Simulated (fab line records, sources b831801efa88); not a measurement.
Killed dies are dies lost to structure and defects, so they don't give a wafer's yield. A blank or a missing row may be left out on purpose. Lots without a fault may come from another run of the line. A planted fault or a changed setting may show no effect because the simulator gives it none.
fab line records | flow sky130
record lots=11 wafers=33 last_day=50
route steps=708 shown LOCAL_INTERCONNECT@388 CONTACT@422 METAL1@436 PAD_OPEN@708
lots that met no fault: from a run of the same line without faults
start_h: hours from the record's first day to the start of the lot's first wafer shown | wait_h: hours since the lot's step before | " the same as in the row above | L1.1+2: a row that stands for several wafers | - no value, or no start given | * or withheld: withheld | < > ~ a bound
route shown NAME@n: a module of which the file shows steps, and the number in the route of the first | usual: mean/standard deviation of fault-free wafers | same: alike in all rows | chamber/n: place in a boat | sites: the reading at each site | _std_site: their standard deviation | _edge_site: outer sites' mean less inner sites' | radius_mm: how far each site lies from the wafer's centre | mask NAME#n: copy n | behind: the tool/chamber that last shaped the wafer | hold: why the lot was held/for how many hours/how that ended | device: the transistor (n, p or np) that didn't switch | end of line: the same wafers' tests at the end of the route | a step without rows: its recipe alone | killed: dies lost to structure and defects at the first sort, not the wafer's yield | map: a wafer's dies, x killed, . not, _ none there
set.NAME: the setting as run; set.NAME@STEP: as run at that earlier step | model.NAME: the simulator's own value behind a step, which no gauge read
steps of the route over a sample of lots; a table a step, a row a wafer
services: from which hour (start_h, from the record's first day; less than 0 if before it) a tool's chamber was out of use, for how many hours, and why
## steps
# step SKY_LOCAL_INTERCONNECT_RS_MEAS_01
# recipe thk_meas_gauge=four-point-probe reads=TiN_of_LOCAL_INTERCONNECT_SPUTTER_00
# usual LOCAL_INTERCONNECT_TIN_RS=14.13/0.15
# columns lot.wafer tool chamber start_h wait_h LOCAL_INTERCONNECT_TIN_RS[ohm/sq]
L437.3 film_metro-04 - 686.98 0.1 14.28
L437.4 " - " " 14.08
L437.6 " - " " 14.18
L438.1 film_metro-04 - 693.15 0.0 14.10
L438.2 " - " " 13.95
L438.6 " - " " 14.04
L439.1 film_metro-03 - 701.91 0.0 14.31
L439.2 " - " " 14.17
L439.3 " - " " 14.35
L440.3 film_metro-03 - 714.50 0.1 14.25
L440.4 " - " " 14.36
L440.5 " - " " 14.10
L441.2 film_metro-03 - 727.30 0.1 14.25
L441.4 " - " " 14.21
L441.6 " - " " 14.20
L445.1 film_metro-02 - 753.68 0.0 14.21
L445.3 " - " " 14.03
L445.4 " - " " 14.14
L448.1 film_metro-02 - 784.03 0.0 14.11
L448.3 " - " " 14.03
L448.6 " - " " 13.98
L449.3 film_metro-03 - 791.88 0.1 13.96
L449.5 " - " " 13.95
L449.6 " - " " 14.03
L450.1 film_metro-04 - 792.15 0.0 14.23
L450.5 " - " " 14.06
L450.6 " - " " 14.11
L457.1 film_metro-03 - 840.86 0.0 14.45
L457.4 " - " " 14.39
L457.6 " - " " 14.35
L458.2 film_metro-03 - 844.87 0.1 14.44
L458.5 " - " " 14.47
L458.6 " - " " 14.48
# step SKY_CONTACT_ETCH_16
# recipe chemistry=N2/H2 target=BARC ion_energy_ev=200 source_w=500 bias_w=100 pressure_mtorr=30 n2_flow_sccm=100 h2_flow_sccm=200 stop_on=SiO2 time_s=45.9 target_depth_a=600
# usual bias_w=99.9/0.31 chamber_pressure_mTorr=29.998/0.026 drypump_motor_current_A=5.7/0.54 h2_flow_sccm=200.0/0.57 oes_product_au=0.855/0.0045 throttle_valve_pct=13.224/0.0085
# columns lot.wafer tool chamber start_h wait_h bias_w chamber_pressure_mTorr drypump_motor_current_A h2_flow_sccm oes_product_au rf_hours_counter_h throttle_valve_pct
L437.3 rie_diel-02 3 744.36 0.0 100.2 30.013 6.0 199.7 0.854 9 13.230
L437.4 " 2 " " 99.5 29.989 6.2 199.8 0.856 4 13.221
L437.6 " 2 " " 99.6 29.989 6.2 200.8 0.860 - 13.228
L438.1 rie_diel-04 1 750.08 0.0 99.6 30.004 5.8 200.6 0.863 23 13.223
L438.2 " 3 " " 100.3 30.036 5.6 200.6 0.848 35 13.220
L438.6 " 3 " " 100.1 29.974 5.6 200.4 0.854 - 13.243
L439.1 rie_diel-03 2 758.66 0.0 100.0 29.986 5.0 199.4 0.856 19 13.225
L439.2 " 1 " " 99.6 30.024 5.9 199.5 0.854 5 13.224
L439.3 " 0 " " 100.1 29.980 6.4 200.1 0.851 8 13.231
L440.3 rie_diel-04 0 772.11 0.0 100.3 29.964 5.1 198.9 0.852 1 13.238
L440.4 " 3 " " 100.1 29.998 5.6 199.2 0.851 36 13.237
L440.5 " 2 " " 100.5 30.013 4.9 199.4 0.855 - 13.217
L441.2 rie_diel-02 2 783.65 0.0 99.8 29.996 6.3 199.9 0.859 5 13.228
L441.4 " 1 " " 100.1 30.021 5.6 200.0 0.851 4 13.223
L441.6 " 3 " " 100.2 30.054 6.0 200.0 0.856 - 13.217
L445.1 rie_diel-03 3 809.11 0.0 99.7 29.957 6.4 200.3 0.849 5 13.237
L445.3 " 2 " " 99.9 29.951 5.0 199.1 0.846 20 13.221
L445.4 " 0 " " 99.9 30.005 6.4 199.2 0.851 9 13.219
L448.1 rie_diel-04 1 838.28 0.0 99.3 29.978 5.8 200.2 0.851 27 13.217
L448.3 " 0 " " 99.8 30.005 5.1 199.2 0.849 3 13.211
L448.6 " 1 " " 99.6 30.019 5.8 200.1 0.854 - 13.228
L449.3 rie_diel-02 2 846.56 0.0 99.8 29.983 6.3 201.3 0.854 7 13.235
L449.5 " 2 " " 99.8 30.001 6.3 199.9 0.864 - 13.215
L449.6 " 3 " " 99.8 30.003 6.0 200.3 0.855 - 13.218
L450.1 rie_diel-04 1 846.76 0.0 99.5 30.011 5.8 200.7 0.856 27 13.220
L450.5 " 0 " " 100.0 29.982 5.1 200.1 0.851 - 13.233
L450.6 " 2 " " 99.8 29.996 4.8 199.8 0.849 - 13.228
L457.1 rie_diel-04 3 894.03 0.0 99.5 30.014 5.6 200.1 0.861 2 13.220
L457.4 " 2 " " 99.7 30.012 4.8 199.9 0.854 19 13.223
L457.6 " 3 " " 99.8 30.022 5.6 200.8 0.853 - 13.226
L458.2 rie_diel-04 2 898.23 0.0 100.1 30.047 4.9 199.7 0.865 19 13.226
L458.5 " 2 " " 100.1 29.994 4.9 201.4 0.858 - 13.226
L458.6 " 1 " " 99.6 29.967 5.8 199.9 0.860 - 13.229
# step SKY_CONTACT_ETCH_18
# recipe target=Si3N4 chemistry=CHF3/O2 stop_on=TiN source_w=623.4 bias_w=200 pressure_mtorr=40 chf3_flow_sccm=50 O2_flow_sccm=5 time_s=39 target_depth_a=750
# usual O2_flow_sccm=5.002/0.015 bias_w=200.0/0.58 drypump_motor_current_A=5.7/0.54 oes_product_au=0.855/0.0073 throttle_valve_pct=8.793/0.01
# columns lot.wafer tool chamber start_h wait_h O2_flow_sccm bias_w drypump_motor_current_A oes_product_au rf_hours_counter_h throttle_valve_pct
L437.3 rie_diel-02 3 744 - 5.029 200.1 6.0 0.849 10 8.792
L437.4 " 2 " " 4.992 201.5 6.3 0.867 4 8.788
L437.6 " 2 " " 5.015 200.3 6.2 0.864 - 8.785
L438.1 rie_diel-04 1 750 - 5.017 200.5 5.8 0.853 23 8.800
L438.2 " 3 " " 5.015 199.5 5.6 0.841 35 8.792
L438.6 " 3 " " 4.988 199.6 5.6 0.860 - 8.802
L439.1 rie_diel-03 2 758 - 5.022 199.8 5.0 0.852 19 8.789
L439.2 " 1 " " 4.994 200.3 5.9 0.858 5 8.779
L439.3 " 0 " " 5.005 199.7 6.4 0.855 8 8.791
L440.3 rie_diel-04 0 772 - - - - - - -
L440.4 " 3 " " - - - - - -
L440.5 " 2 " " - - - - - -
L441.2 rie_diel-02 2 783 - - - - - - -
L441.4 " 1 " " - - - - - -
L441.6 " 3 " " - - - - - -
L445.1 rie_diel-03 3 809 - 5.001 200.1 6.4 0.859 5 8.809
L445.3 " 2 " " 5.024 201.0 5.0 0.855 20 8.772
L445.4 " 0 " " 5.006 200.9 6.4 0.855 9 8.788
L448.1 rie_diel-04 1 838 - 5.010 199.7 5.8 0.836 27 8.789
L448.3 " 0 " " 4.985 200.5 5.1 0.857 3 8.802
L448.6 " 1 " " 5.021 199.5 5.8 0.856 - 8.801
L449.3 rie_diel-02 2 846 - 5.015 200.2 6.2 0.856 7 8.790
L449.5 " 2 " " 5.007 200.6 6.3 0.849 - 8.787
L449.6 " 3 " " 4.985 199.8 6.0 0.864 - 8.795
L450.1 rie_diel-04 1 846 - 4.996 199.8 5.8 0.855 27 8.783
L450.5 " 0 " " 4.980 199.6 5.1 0.866 - 8.779
L450.6 " 2 " " 5.007 200.4 4.9 0.854 - 8.798
L457.1 rie_diel-04 3 894 - 4.996 200.1 5.6 0.856 2 8.784
L457.4 " 2 " " 5.009 201.0 4.8 0.855 19 8.790
L457.6 " 3 " " 4.984 200.3 5.6 0.851 - 8.787
L458.2 rie_diel-04 2 898 - 5.009 200.6 4.9 0.850 19 8.790
L458.5 " 2 " " 4.988 200.6 4.9 0.860 - 8.787
L458.6 " 1 " " 5.012 200.0 5.8 0.863 - 8.796
# step SKY_CONTACT_STRIP_19
# recipe chemistry=O2/N2 power_w=1400 pressure_mtorr=1500 platen_temp_c=withheld o2_flow_sccm=3000 n2_flow_sccm=300 overash_fraction=0.5
# usual drypump_motor_current_A=5.9/0.4 oes_product_au=0.380/0.0049 strip_time_to_endpoint_s=3.595/0.024
# columns lot.wafer tool chamber start_h wait_h drypump_motor_current_A oes_product_au rf_hours_counter_h strip_time_to_endpoint_s
L437.3 plasma_asher-02 0 744.52 - 5.4 0.385 - 3.664
L437.4 " 1 " " 5.7 0.375 - 3.588
L437.6 " 1 " " 5.7 0.374 - 3.582
L438.1 plasma_asher-04 1 750.21 - 6.5 0.374 1 3.558
L438.2 " 0 " " 6.4 0.384 1 3.612
L438.6 " 1 " " 6.5 0.385 - 3.610
L439.1 plasma_asher-01 1 758.79 - 5.9 0.383 37 3.602
L439.2 " 0 " " 5.7 0.379 37 3.620
L439.3 " 0 " " 5.7 0.381 - 3.575
L440.3 plasma_asher-02 0 772.27 - 5.4 0.413 - 4.497
L440.4 " 1 " " 5.7 0.411 - 4.513
L440.5 " 0 " " 5.4 0.427 - 4.511
L441.2 plasma_asher-01 1 783.78 - 5.9 0.419 40 4.490
L441.4 " 0 " " 5.7 0.420 - 4.508
L441.6 " 1 " " 5.9 0.417 - 4.537
L445.1 plasma_asher-01 1 809.24 - 5.9 0.379 42 3.602
L445.3 " 1 " " 5.9 0.376 - 3.575
L445.4 " 0 " " 5.8 0.382 - 3.570
L448.1 plasma_asher-01 1 838.41 - 6.0 0.380 45 3.587
L448.3 " 0 " " 5.8 0.380 - 3.566
L448.6 " 0 " " 5.8 0.383 - 3.574
L449.3 plasma_asher-01 0 846.72 - 5.7 0.380 - 3.564
L449.5 " 0 " " 5.7 0.387 - 3.584
L449.6 " 1 " " 6.0 0.384 - 3.650
L450.1 plasma_asher-04 0 846.89 - 6.4 0.376 11 3.581
L450.5 " 0 " " 6.4 0.380 - 3.576
L450.6 " 1 " " 6.5 0.374 - 3.577
L457.1 plasma_asher-02 1 894.16 - 5.7 0.386 66 3.618
L457.4 " 0 " " 5.4 0.380 - 3.596
L457.6 " 1 " " 5.6 0.379 - 3.613
L458.2 plasma_asher-02 0 898.36 - 5.4 0.377 67 3.596
L458.5 " 0 " " 5.4 0.384 - 3.605
L458.6 " 1 " " 5.7 0.380 - 3.597
# step SKY_METAL1_SPUTTER_02
# recipe material=AlCu target_thk_nm=250 power_w=10600 time_s=13.3 chamber_pressure_pa=0.4
# usual throttle_valve_pct=30.6/0.81
# columns lot.wafer tool chamber start_h wait_h throttle_valve_pct
L437.3 pvd_sputter-01 - 745.78 0.0 29.2
L437.4 " - " " 30.0
L437.6 " - " " 30.3
L438.1 pvd_sputter-03 - 751.51 0.0 29.4
L438.2 " - " " 29.5
L438.6 " - " " 31.5
L439.1 pvd_sputter-04 - 760.09 0.0 30.5
L439.2 " - " " 30.8
L439.3 " - " " 30.7
L445.1 pvd_sputter-01 - 810.54 0.0 30.1
L445.3 " - " " 28.9
L445.4 " - " " 30.8
L448.1 pvd_sputter-04 - 839.77 0.0 31.0
L448.3 " - " " 30.9
L448.6 " - " " 31.1
L450.1 pvd_sputter-03 - 848.20 0.0 29.5
L450.5 " - " " 32.0
L450.6 " - " " 29.6
L449.3 pvd_sputter-01 - 848.41 0.0 31.7
L449.5 " - " " 31.4
L449.6 " - " " 29.1
L457.1 pvd_sputter-04 - 895.46 0.0 30.4
L457.4 " - " " 30.8
L457.6 " - " " 30.8
L458.2 pvd_sputter-04 - 899.77 0.0 30.2
L458.5 " - " " 30.3
L458.6 " - " " 31.1
# step SKY_PAD_OPEN_PROBE_99
# usual killed_at_M0_to_M3=43/6.5 killed_at_M4_up=3.2/1.8 killed_at_contacts=24/5 killed_at_front_end=15/4.1 killed_at_other=0.3/0.54 killed_dies=85/9.3 killed_on_rim=16/4.1 killed_open=47/7.2 killed_short=39/5.9
# same gross_dies=492 killed_at_back_side=0
# columns lot.wafer tool chamber start_h wait_h hold killed_at_M0_to_M3 killed_at_M4_up killed_at_contacts killed_at_front_end killed_at_other killed_dies killed_on_rim killed_open killed_short
L437.3 prober-02 - 1085.44 0.2 - 48 2 28 20 1 99 13 66 33
L437.4 prober-02 - 1085.49 0.2 - 48 3 26 21 0 98 11 51 47
L437.6 prober-02 - 1085.59 0.2 - 52 4 26 14 0 96 18 54 42
L438.1 prober-01 - 1086.69 0.1 - 33 2 21 14 0 70 13 37 32
L438.2 prober-01 - 1086.74 0.1 - 27 2 18 8 0 55 11 28 27
L438.6 prober-01 - 1086.94 0.2 - 35 2 16 20 1 74 10 35 39
L440.3 prober-01 - 1104.28 0.2 await_dispo/2.1h/scrap 48 5 424 15 0 492 96 48 48
L440.4 prober-01 - 1104.33 0.2 await_dispo/2.1h/scrap 45 3 418 24 2 492 96 48 50
L440.5 prober-01 - 1104.38 0.2 await_dispo/2.1h/scrap 39 9 431 13 0 492 96 49 32
L441.2 prober-02 - 1114.49 0.1 await_dispo/3.4h/scrap 46 3 433 10 0 492 96 40 44
L441.4 prober-02 - 1114.59 0.2 await_dispo/3.4h/scrap 39 1 436 16 0 492 96 35 43
L441.6 prober-02 - 1114.69 0.2 await_dispo/3.4h/scrap 45 3 426 18 0 492 96 63 40
L445.1 prober-02 - 1132.26 0.1 - 45 2 27 14 0 88 14 46 42
L445.3 prober-02 - 1132.36 0.2 - 58 4 16 23 0 101 27 54 47
L445.4 prober-02 - 1132.41 0.2 - 51 1 14 9 0 75 15 44 31
L448.1 prober-01 - 1152.46 0.1 - 51 3 22 21 1 98 22 48 50
L448.3 prober-01 - 1152.56 0.2 - 34 5 21 14 1 75 20 44 30
L448.6 prober-01 - 1152.71 0.2 - 45 2 26 19 0 92 19 59 33
L449.3 prober-01 - 1159.21 0.2 - 42 1 22 15 1 81 11 46 35
L449.5 prober-01 - 1159.31 0.2 - 41 2 30 25 0 98 20 45 53
L449.6 prober-01 - 1159.36 0.2 - 39 1 32 13 0 85 18 53 31
# killed by level:class
L437.3 VIA1:geometric_particle:open=17 CONTACT:geometric_particle:open=15 VIA3:geometric_particle:open=9 VIA2:geometric_particle:open=6 FIELD_ISO:geometric_particle:open=5 POLY_GATE:geometric_particle:open=5 METAL1:geometric_particle:short=5 FIELD_ISO:geometric_particle:short=4
L437.4 VIA1:geometric_particle:open=12 VIA1:geometric_particle:short=9 VIA2:geometric_particle:open=9 CONTACT:geometric_particle:open=9 FIELD_ISO:geometric_particle:short=8 LI_CONTACT:geometric_particle:open=7 VIA3:geometric_particle:open=6 POLY_GATE:geometric_particle:short=4
L437.6 VIA1:geometric_particle:open=13 CONTACT:geometric_particle:open=12 VIA2:geometric_particle:open=8 VIA3:geometric_particle:open=7 METAL1:geometric_particle:short=7 METAL2:geometric_particle:short=7 LOCAL_INTERCONNECT:geometric_particle:short=4 FIELD_ISO:geometric_particle:open=3
L438.1 VIA1:geometric_particle:open=13 LI_CONTACT:geometric_particle:open=9 METAL2:geometric_particle:short=7 CONTACT:geometric_particle:open=5 FIELD_ISO:geometric_particle:short=4 FIELD_ISO:geometric_particle:open=4 VIA1:geometric_particle:short=3 LI_CONTACT:geometric_particle:short=3
L438.2 CONTACT:geometric_particle:open=8 VIA1:geometric_particle:open=7 VIA3:geometric_particle:open=6 CONTACT:geometric_particle:short=4 METAL1:geometric_particle:short=3 LOCAL_INTERCONNECT:geometric_particle:short=3 VIA1:geometric_particle:short=3 FIELD_ISO:geometric_particle:short=2
L438.6 VIA1:geometric_particle:open=7 FIELD_ISO:geometric_particle:short=5 POLY_GATE:geometric_particle:short=5 LI_CONTACT:geometric_particle:open=5 VIA2:geometric_particle:open=5 VIA3:geometric_particle:short=5 FIELD_ISO:geometric_particle:open=4 VIA2:geometric_particle:short=4
L440.3 CONTACT:area_etch=396 VIA1:geometric_particle:open=10 METAL1:geometric_particle:short=9 CONTACT:geometric_particle:open=8 LI_CONTACT:geometric_particle:open=8 VIA3:geometric_particle:short=6 CONTACT:geometric_particle:short=5 FIELD_ISO:geometric_particle:short=4
L440.4 CONTACT:area_etch=392 CONTACT:geometric_particle:open=11 VIA1:geometric_particle:open=10 METAL2:geometric_particle:short=8 METAL1:geometric_particle:short=7 FIELD_ISO:geometric_particle:short=6 CONTACT:geometric_particle:short=6 POLY_GATE:geometric_particle:short=5
L440.5 CONTACT:area_etch=409 VIA1:geometric_particle:open=8 VIA2:geometric_particle:open=8 LI_CONTACT:geometric_particle:open=6 LOCAL_INTERCONNECT:geometric_particle:short=5 CONTACT:geometric_particle:open=5 METAL2:geometric_particle:short=5 VIA3:geometric_particle:open=5
L441.2 CONTACT:area_etch=408 VIA1:geometric_particle:open=7 VIA2:geometric_particle:open=6 CONTACT:geometric_particle:open=6 VIA3:geometric_particle:open=6 VIA1:geometric_particle:short=6 VIA2:geometric_particle:short=6 LI_CONTACT:geometric_particle:open=5
L441.4 CONTACT:area_etch=414 LI_CONTACT:geometric_particle:open=8 FIELD_ISO:geometric_particle:short=7 VIA3:geometric_particle:open=7 METAL2:geometric_particle:short=7 METAL1:geometric_particle:short=6 LI_CONTACT:geometric_particle:short=4 CONTACT:geometric_particle:short=4
L441.6 CONTACT:area_etch=388 CONTACT:geometric_particle:open=13 VIA1:geometric_particle:open=10 CONTACT:geometric_particle:short=9 LI_CONTACT:geometric_particle:open=8 LOCAL_INTERCONNECT:geometric_particle:short=7 VIA3:geometric_particle:open=7 METAL2:geometric_particle:short=7
L445.1 VIA1:geometric_particle:open=12 CONTACT:geometric_particle:open=10 VIA3:geometric_particle:open=9 CONTACT:geometric_particle:short=7 METAL1:geometric_particle:short=5 VIA1:geometric_particle:short=5 POLY_GATE:geometric_particle:short=4 LI_CONTACT:geometric_particle:open=4
L445.3 VIA1:geometric_particle:open=18 METAL1:geometric_particle:short=9 FIELD_ISO:geometric_particle:open=8 METAL2:geometric_particle:short=7 FIELD_ISO:geometric_particle:short=6 CONTACT:geometric_particle:open=6 VIA1:geometric_particle:short=5 VIA3:geometric_particle:open=5
L445.4 VIA1:geometric_particle:open=12 VIA2:geometric_particle:open=8 CONTACT:geometric_particle:open=6 METAL1:geometric_particle:short=6 VIA3:geometric_particle:open=5 FIELD_ISO:geometric_particle:short=4 VIA1:geometric_particle:short=4 METAL2:geometric_particle:open=4
L448.1 VIA1:geometric_particle:open=11 FIELD_ISO:geometric_particle:short=8 CONTACT:geometric_particle:open=7 VIA3:geometric_particle:open=7 LOCAL_INTERCONNECT:geometric_particle:short=6 VIA1:geometric_particle:short=6 METAL1:geometric_particle:short=5 POLY_GATE:geometric_particle:open=5
L448.3 CONTACT:geometric_particle:open=8 VIA1:geometric_particle:open=7 LI_CONTACT:geometric_particle:open=6 FIELD_ISO:geometric_particle:open=5 VIA1:geometric_particle:short=4 METAL1:geometric_particle:short=4 FIELD_ISO:geometric_particle:short=3 METAL2:geometric_particle:short=3
L448.6 VIA1:geometric_particle:open=14 CONTACT:geometric_particle:open=10 VIA3:geometric_particle:open=9 VIA2:geometric_particle:open=6 FIELD_ISO:geometric_particle:open=5 POLY_GATE:geometric_particle:short=5 LI_CONTACT:geometric_particle:open=5 POLY_GATE:geometric_particle:open=4
L449.3 VIA2:geometric_particle:open=12 CONTACT:geometric_particle:open=11 FIELD_ISO:geometric_particle:open=5 LOCAL_INTERCONNECT:geometric_particle:short=5 VIA1:geometric_particle:open=5 VIA1:geometric_particle:short=5 METAL2:geometric_particle:short=5 METAL3:geometric_particle:short=4
L449.5 CONTACT:geometric_particle:open=13 FIELD_ISO:geometric_particle:short=10 VIA1:geometric_particle:open=9 VIA2:geometric_particle:open=7 CONTACT:geometric_particle:short=6 VIA1:geometric_particle:short=6 LI_CONTACT:geometric_particle:open=5 METAL1:geometric_particle:short=5
L449.6 CONTACT:geometric_particle:open=16 VIA1:geometric_particle:open=12 METAL1:geometric_particle:short=6 LI_CONTACT:geometric_particle:open=5 METAL2:geometric_particle:short=5 LI_CONTACT:geometric_particle:short=4 LOCAL_INTERCONNECT:geometric_particle:short=4 VIA2:geometric_particle:open=4
## services
# columns tool chamber start_h hours kind
rie_diel-03 1 727.14 2.3 repair
rie_diel-03 3 728.91 12.7 repair
rie_diel-04 0 732.29 - clean
rie_diel-04 0 732.29 17.5 scheduled_down
rie_diel-04 0 732.29 17.5 vent_cycle
plasma_asher-04 - 733.75 9.0 pm
plasma_asher-02 - 734.70 1.1 repair
plasma_asher-02 - 751.07 14.6 pm
rie_diel-03 - 770.88 0.5 repair
pvd_sputter-01 - 775.36 1.7 repair
rie_diel-03 1 776.43 6.7 repair
rie_diel-02 0 792.24 3.8 repair
plasma_asher-02 - 796.57 3.4 repair
rie_diel-02 0 801.27 6.8 repair
pvd_sputter-01 - 801.59 0.9 repair
rie_diel-02 2 806.87 10.0 repair
pvd_sputter-04 - 808.97 1.4 repair
pvd_sputter-04 - 816.75 6.7 repair
rie_diel-04 3 819.98 - clean
rie_diel-04 3 819.98 28.6 scheduled_down
rie_diel-04 - 824.38 0.5 repair
rie_diel-02 3 831.97 1.7 repair
rie_diel-03 3 862.10 5.1 repair
plasma_asher-04 - 870.97 3.5 repair
## key
first_sign step=SKY_CONTACT_ETCH_18 reading=tool_record direction=missing
effect step=SKY_CONTACT_STRIP_19 reading=strip_time_to_endpoint_s direction=up sigmas=38 usual=* struck=*
effect step=SKY_PAD_OPEN_PROBE_99 reading=killed_at_contacts direction=up sigmas=82 usual=24 struck=428
more_kills_born_at SKY_CONTACT_ETCH_18@rie_diel-02=1210 SKY_CONTACT_ETCH_18@rie_diel-04=1197
met_at SKY_CONTACT_ETCH_18
struck_lots L440,L441
later_rows_left_out L440.3,L440.4,L440.5,L441.2,L441.4,L441.6
tester_left_out L440,L441
not_acting_at SKY_LOCAL_INTERCONNECT_RS_MEAS_01,SKY_CONTACT_ETCH_16,SKY_METAL1_SPUTTER_02
onset_between 750 772
fault kind=skipped_step_whole tool=rie_diel-02,rie_diel-04 chamber=- onset_h=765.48 steps=SKY_CONTACT_ETCH_18 scope=struck_lots_only
# tester_left_out: of these lots the tester's yield and bins aren't shown, on N5 and GAA mostly nor the transistor test; their killed dies are dies lost to structure and defects alone, not to doping, threshold or leakage, so they don't give the yield
# later_rows_left_out: the simulator's readings of these wafers behind a module that went badly wrong aren't trusted and aren't shown, but for the sort
